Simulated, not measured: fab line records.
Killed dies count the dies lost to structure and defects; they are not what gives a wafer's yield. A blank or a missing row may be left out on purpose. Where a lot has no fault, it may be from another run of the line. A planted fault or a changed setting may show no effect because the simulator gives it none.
Which tool was responsible?    flow sky130    route of 708 steps, sampled at 1 step: 11 lots, 33 wafers

WHAT THE GAUGES SHOWED, per wafer
SKY_LI_CONTACT_RS_MEAS_22: a four-point-probe measurement.
lot   measured      on             LI_CONTACT_W_RS (ohm/sq)
L425  day 29 05:46  film_metro-03  0.277 0.280 0.278
L427  day 29 21:12  film_metro-03  0.281 0.281 0.280
L430  day 30 23:11  film_metro-03  0.279 0.280 0.279
L431  day 31 15:53  film_metro-01  0.279 0.282 0.283
L432  day 31 21:39  film_metro-02  0.279 0.279 0.282
L434  day 32 06:19  film_metro-03  0.286 0.283 0.283
L439  day 35 06:26  film_metro-03  0.276 0.277 0.277
L443  day 35 11:23  film_metro-03  0.279 0.276 0.278
L446  day 36 00:07  film_metro-03  0.277 0.277 0.280
L447  day 36 14:31  film_metro-03  0.280 0.282 0.281
L448  day 36 16:50  film_metro-03  0.275 0.274 0.275

WHAT TOOL EACH LOT RAN ON (gives the tool, then ch and the chambers of the sampled wafers, and finally the start)
The record holds no process step before these readings.

AS READ BY THE TOOLS THEMSELVES (means over the sampled wafers that have a number; for cases with no such wafer, the mark the record gives instead)
The record holds no such reading with a usual standard deviation.

THE ANSWER, worked out from the rows above alone
Rule: usual is defined by the lots themselves. The widest of any qualifying gaps counts: lots, ordered by their means at a reading, are off when they make up no more than a third of the lots, leave a main group of 4 or more, and stand apart from it by 3 or more times the standard deviation of that group's means. A main group whose means are all the same, to the digits that the tables above print for the reading, isn't used. Also off: a lot with no number at a reading for which 4 or more lots have one. Any other lot the step has rows for is counted as sound. Order of review: gauges by route order, followed by the tools' own readings, for which a lot's mean as printed above is used. The first step at which some lot is off is used, and at that step the reading that is off furthest; a lot without a number counts as furthest.
No lot is off on any of the readings shown, so nothing can be concluded from this.

WHAT THE SIMULATOR PUT IN
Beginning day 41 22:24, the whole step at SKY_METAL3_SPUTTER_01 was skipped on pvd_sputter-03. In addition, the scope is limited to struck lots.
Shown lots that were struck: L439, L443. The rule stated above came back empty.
